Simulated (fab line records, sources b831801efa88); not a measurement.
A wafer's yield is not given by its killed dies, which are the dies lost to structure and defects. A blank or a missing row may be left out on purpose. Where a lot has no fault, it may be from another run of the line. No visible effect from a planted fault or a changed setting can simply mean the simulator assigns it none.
fab line records	flow sfqLine
record lots=14	wafers=42	lastDay=91
route steps=325 shown I7@297
lots untouched by any fault: they come from a run of this same line in which no faults occurred
startH: hours from the record's opening day to when the first of the lot's shown wafers began	waitH: hours elapsed since this lot's preceding step	" same as the row above	L1.1+2: one row covering several wafers at once	- either no value or no given start	* or withheld: withheld	< > ~ a bound
route shown NAME@n: NAME is a module with steps in the file, n the number in the route of the first one	usual: the fault-free wafers' mean and standard deviation	same: alike in all rows	chamber/n: place in a boat	sites: readings site by site	_std_site: the values' standard deviation	_edge_site: outer sites' mean less inner sites'	radiusMm: for every site, how far away it sits from the centre of the wafer	mask NAME#n: copy n	behind: the most recent tool/chamber to have shaped the wafer	hold: why the lot went on hold/how many hours it stayed there/how the hold came to an end	device: the transistor (n, p or np) that didn't switch	end of line: the tests these same wafers got at the end of their route	for a step that has no rows: nothing shown but its recipe	killed: dies that structure and defects cost at the first sort, which is not the same as the wafer's yield	map: per-die view of a wafer (x killed, . not killed, _ where there is no die)
set.NAME: the setting as run; set.NAME@STEP: as run at that earlier step	model.NAME: the simulator's own value behind a step, which no gauge read
route steps across a sampled set of lots; one table per step, one row per wafer
services: when a tool's chamber went out of use (startH, in hours from the record's first day, below 0 if earlier), for how many hours, and the reason
## steps
# step SFQ_TRILAYER_I7_CMP_CMP_184
# recipe material=SiO2	downForcePsi=3	platenRpm=60	padVelocityMS=0.94248
# usual motorCurrentA=10.5/1.2	platenRpm=60.00/0.044	timeToEndpointS=222/8.7
lot.wafer	tool	chamber	startH	waitH	motorCurrentA	platenRpm	timeToEndpointS
L676.2	cmp-01	3	1816.30	0.0	11.6	59.96	233
L676.4	"	1	1817.30	1.0	9.3	60.03	220
L676.5	"	0	1818.80	2.5	12.1	60.01	219
L679.1	cmp-01	1	1832.28	1.3	9.6	60.09	223
L679.4	"	3	1833.28	2.2	11.2	60.04	244
L679.5	"	2	1834.78	3.7	11.2	60.01	227
L680.2	cmp-02	1	1835.00	2.8	9.3	60.04	224
L680.1	"	3	1836.00	3.8	11.8	59.92	217
L680.6	"	1	1837.00	4.7	9.5	59.98	227
L681.1	cmp-02	2	1840.50	0.2	8.4	60.00	221
L681.4	"	3	"	"	11.1	59.90	225
L681.3	"	0	"	"	8.9	60.01	228
L682.2	cmp-01	1	1845.38	1.5	9.5	60.07	218
L682.4	"	2	"	"	11.4	59.97	223
L682.5	"	1	1847.38	3.4	10.2	60.07	217
L683.2	cmp-01	3	1853.72	0.0	11.5	59.89	224
L683.4	"	1	1854.72	1.0	9.0	60.04	218
L683.5	"	3	1855.72	2.0	11.1	59.97	229
L684.1	cmp-01	0	1861.06	1.9	11.9	60.02	212
L684.4	"	2	1862.06	2.8	11.2	59.98	223
L684.6	"	0	1863.06	3.8	11.6	60.01	218
L685.3	cmp-01	2	1873.06	2.2	10.5	60.00	220
L685.1	"	0	1874.06	3.2	11.7	59.94	223
L685.5	"	2	1875.06	4.2	11.0	59.99	225
L686.1	cmp-02	1	1900.30	6.4	10.2	60.02	208
L686.6	"	2	"	"	8.6	59.95	216
L686.5	"	3	"	"	11.7	60.08	211
L687.2	cmp-02	3	1963.00	0.0	11.4	59.97	210
L687.1	"	0	"	"	9.6	60.00	225
L687.5	"	0	1965.50	2.5	9.8	60.04	229
L688.1	cmp-01	0	1964.18	0.0	11.7	60.04	213
L688.4	"	2	1965.18	1.0	11.1	60.01	216
L688.6	"	0	1966.18	2.0	11.5	60.02	222
L692.4	cmp-02	2	2079.72	9.4	8.4	59.98	219
L692.2	"	3	"	"	11.8	59.99	213
L692.6	"	1	2081.22	10.9	9.5	59.98	215
L695.3	cmp-02	3	2088.72	5.1	11.2	59.98	213
L695.6	"	1	2089.72	6.0	9.5	59.94	217
L695.5	"	2	"	"	8.7	60.02	292
L697.2	cmp-02	2	2090.89	0.0	9.0	59.99	287
L697.1	"	0	2091.89	1.0	9.9	60.05	228
L697.5	"	3	2093.39	2.5	11.0	59.87	218
# step SFQ_I7_BOW_MEAS_946
# recipe mode=bow
# usual I7_BOW=7/12
lot.wafer	tool	chamber	startH	waitH	I7_BOW[um]
L676.2	filmMetro-01	-	1819.32	2.5	33
L676.4	"	-	"	"	25
L676.5	"	-	"	"	32
L679.1	filmMetro-01	-	1835.28	2.5	21
L679.4	"	-	"	"	8
L679.5	"	-	"	"	30
L680.1	filmMetro-02	-	1837.50	1.0	14
L680.2	"	-	"	"	8
L680.6	"	-	"	"	13
L681.1	filmMetro-03	-	1843.50	2.5	10
L681.3	"	-	"	"	5
L681.4	"	-	"	"	9
L682.2	filmMetro-03	-	1847.90	2.0	13
L682.4	"	-	"	"	26
L682.5	"	-	"	"	2
L683.2	filmMetro-01	-	1856.74	2.5	-8
L683.4	"	-	"	"	12
L683.5	"	-	"	"	-7
L684.1	filmMetro-03	-	1863.56	2.0	10
L684.4	"	-	"	"	15
L684.6	"	-	"	"	0
L685.1	filmMetro-03	-	1875.56	1.0	6
L685.3	"	-	"	"	10
L685.5	"	-	"	"	-1
L686.1	filmMetro-01	-	1901.80	1.0	2
L686.5	"	-	"	"	3
L686.6	"	-	"	"	-1
L687.1	filmMetro-02	-	1966.00	2.0	-11
L687.2	"	-	"	"	-7
L687.5	"	-	"	"	-8
L688.1	filmMetro-01	-	1967.18	2.5	25
L688.4	"	-	"	"	35
L688.6	"	-	"	"	36
L692.2	filmMetro-01	-	2081.74	1.0	8
L692.4	"	-	"	"	12
L692.6	"	-	"	"	25
L695.3	filmMetro-03	-	2090.76	1.5	11
L695.5	"	-	"	"	-5
L695.6	"	-	"	"	8
L695.3	filmMetro-03	-	2092.08	1.3	-
L695.5	"	-	"	"	-
L695.6	"	-	"	"	-
L697.1	filmMetro-02	-	2093.89	1.5	15
L697.2	"	-	"	"	5
L697.5	"	-	"	"	9
L697.1	filmMetro-02	-	2095.21	1.3	-
L697.2	"	-	"	"	-
L697.5	"	-	"	"	-
# step SFQ_TRILAYER_I7_METRO_MEASURE_185
# usual thkNm=199.6/1.4
lot.wafer	tool	chamber	startH	waitH	thkNm
L676.2	filmMetro-01	-	1819.62	0.3	201.3
L676.4	"	-	"	"	199.5
L676.5	"	-	"	"	198.7
L679.1	filmMetro-01	-	1835.40	0.1	198.9
L679.4	"	-	"	"	199.6
L679.5	"	-	"	"	199.3
L680.1	filmMetro-02	-	1837.62	0.1	199.8
L680.2	"	-	"	"	201.2
L680.6	"	-	"	"	200.1
L681.1	filmMetro-03	-	1843.62	0.1	199.6
L681.3	"	-	"	"	202.3
L681.4	"	-	"	"	199.6
L682.2	filmMetro-03	-	1848.20	0.3	198.9
L682.4	"	-	"	"	198.9
L682.5	"	-	"	"	199.1
L683.2	filmMetro-01	-	1857.04	0.3	199.2
L683.4	"	-	"	"	196.7
L683.5	"	-	"	"	200.2
L684.1	filmMetro-03	-	1863.68	0.1	201.5
L684.4	"	-	"	"	200.3
L684.6	"	-	"	"	199.7
L685.1	filmMetro-03	-	1875.68	0.1	198.1
L685.3	"	-	"	"	199.3
L685.5	"	-	"	"	198.1
L686.1	filmMetro-01	-	1901.92	0.1	198.6
L686.5	"	-	"	"	199.0
L686.6	"	-	"	"	197.3
L687.1	filmMetro-02	-	1966.12	0.1	198.7
L687.2	"	-	"	"	198.9
L687.5	"	-	"	"	199.8
L688.1	filmMetro-01	-	1967.30	0.1	197.3
L688.4	"	-	"	"	198.4
L688.6	"	-	"	"	198.5
L692.2	filmMetro-01	-	2082.04	0.3	198.6
L692.4	"	-	"	"	198.1
L692.6	"	-	"	"	199.2
L695.3	filmMetro-03	-	2095.25	3.2	199.5
L695.5	"	-	"	"	308.6
L695.6	"	-	"	"	199.5
L695.3	filmMetro-03	-	2096.62	1.2	199.6
L695.5	"	-	"	"	308.6
L695.6	"	-	"	"	199.4
L697.1	filmMetro-02	-	2098.32	3.1	200.5
L697.2	"	-	"	"	307.9
L697.5	"	-	"	"	200.6
L697.1	filmMetro-02	-	2099.68	1.2	200.5
L697.2	"	-	"	"	308.3
L697.5	"	-	"	"	200.8
# step SFQ_TRILAYER_I7_VIA_ETCH_VIA_ETCH_190
# recipe target=SiO2	stopOn=Nb	maskMaterial=PR	taperDeg=20	chemistry=CHF3	targetDepthNm=260	sourceW=500	biasW=80	pressureMtorr=30	timeS=withheld
# usual drypumpMotorCurrentA=5.9/0.39	oesProductAu=0.854/0.0058	rfFwdPowerW=498.1/1.5
lot.wafer	tool	chamber	startH	waitH	drypumpMotorCurrentA	oesProductAu	rfFwdPowerW
L676.2	rieDiel-01	1	1827.67	0.0	6.1	0.866	498.8
L676.4	"	0	"	"	6.3	0.857	499.4
L676.5	"	2	"	"	5.9	0.859	498.7
L679.1	rieDiel-01	3	1840.55	0.0	6.2	0.853	498.8
L679.4	"	0	"	"	6.3	0.859	498.6
L679.5	"	3	"	"	6.2	0.854	498.7
L680.1	rieDiel-02	0	1841.75	0.0	5.0	0.852	497.5
L680.2	"	3	"	"	6.0	0.856	499.8
L680.6	"	1	"	"	5.7	0.856	497.2
L681.1	rieDiel-03	0	1847.18	0.0	6.5	0.855	495.1
L681.3	"	1	"	"	6.0	0.860	500.8
L681.4	"	2	"	"	5.4	0.853	499.2
L682.2	rieDiel-01	0	1851.52	0.0	6.3	0.845	501.0
L682.4	"	1	"	"	6.1	0.847	498.3
L682.5	"	0	"	"	6.3	0.853	500.7
L683.2	rieDiel-03	2	1860.37	0.0	5.4	0.844	501.4
L683.4	"	0	"	"	6.4	0.840	498.4
L683.5	"	2	"	"	5.4	0.854	498.6
L684.1	rieDiel-01	2	1867.21	0.0	5.9	0.860	497.5
L684.4	"	1	"	"	6.0	0.850	499.3
L684.6	"	3	"	"	6.1	0.862	498.0
L685.1	rieDiel-02	0	1894.10	0.0	5.1	0.857	497.9
L685.3	"	1	"	"	5.7	0.854	497.1
L685.5	"	1	"	"	5.7	0.846	495.8
L686.1	rieDiel-03	0	1909.80	0.0	6.4	0.850	497.7
L686.5	"	2	"	"	5.4	0.855	495.6
L686.6	"	1	"	"	6.0	0.845	497.8
L687.1	rieDiel-01	0	1975.18	0.0	6.3	0.846	498.9
L687.2	"	2	"	"	5.9	0.853	498.6
L687.5	"	2	"	"	5.9	0.856	500.6
L688.1	rieDiel-02	3	1976.38	0.0	6.0	0.852	497.8
L688.4	"	0	"	"	5.1	0.853	499.3
L688.6	"	1	"	"	5.7	0.856	498.5
L692.2	rieDiel-01	2	2087.16	0.0	5.9	0.854	498.2
L692.4	"	1	"	"	6.0	0.848	499.6
L692.6	"	3	"	"	6.1	0.849	500.4
L695.3	rieDiel-02	3	2102.95	0.0	6.0	0.848	495.6
L695.5	"	1	"	"	5.7	1.022	494.9
L695.6	"	2	"	"	6.5	0.860	498.0
L697.1	rieDiel-03	1	2105.35	0.0	6.0	0.855	499.2
L697.2	"	3	"	"	5.8	1.011	495.1
L697.5	"	1	"	"	6.0	0.858	500.5
## services
tool	chamber	startH	hours	kind
rieDiel-02	3	1806.24	5.4	repair
cmp-02	-	1814.60	1.6	repair
rieDiel-01	2	1840.01	1.3	repair
filmMetro-03	-	1841.70	0.7	pm
rieDiel-01	0	1854.49	13.1	repair
filmMetro-01	-	1878.15	2.5	repair
cmp-02	-	1882.07	1.7	repair
filmMetro-03	-	1912.40	3.8	pm
cmp-01	-	1920.56	4.6	pm
cmp-01	-	1924.09	2.0	repair
filmMetro-01	-	1933.48	0.1	pm
filmMetro-01	-	1936.89	0.9	pm
filmMetro-01	-	1940.11	1.2	pm
cmp-01	-	1940.81	4.0	pm
cmp-01	-	1944.81	5.9	pm
cmp-01	-	1984.86	3.0	repair
filmMetro-01	-	1992.31	10.0	pm
cmp-02	-	1995.43	4.0	repair
filmMetro-03	-	2022.19	0.6	pm
cmp-01	-	2058.00	0.7	repair
cmp-02	-	2061.41	5.3	pm
cmp-01	-	2070.41	8.9	pm
rieDiel-01	0	2085.84	5.3	repair
filmMetro-03	-	2086.60	1.6	pm
## key
firstSign step=SFQ_TRILAYER_I7_CMP_CMP_184	reading=timeToEndpointS	direction=up	sigmas=7.7	usual=*	struck=*
effect step=SFQ_I7_BOW_MEAS_946	reading=visit	direction=added
effect step=SFQ_TRILAYER_I7_METRO_MEASURE_185	reading=visit	direction=added
effect step=SFQ_TRILAYER_I7_METRO_MEASURE_185	reading=thkNm	direction=up	sigmas=78	usual=199.6	struck=308.3
effect step=SFQ_TRILAYER_I7_VIA_ETCH_VIA_ETCH_190	reading=oesProductAu	direction=up	sigmas=28	usual=0.854	struck=1.016
metAt SFQ_TRILAYER_I7_CMP_CMP_184
struckLots L695,L697
struckWafers L695.5,L697.2
onsetBetween 2079.72 2088.72
fault kind=processParameterDrift	tool=cmp-02	chamber=2	onsetH=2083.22	steps=SFQ_TRILAYER_I7_CMP_CMP_184	channel=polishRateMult	offset=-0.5	shape=step	endH=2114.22
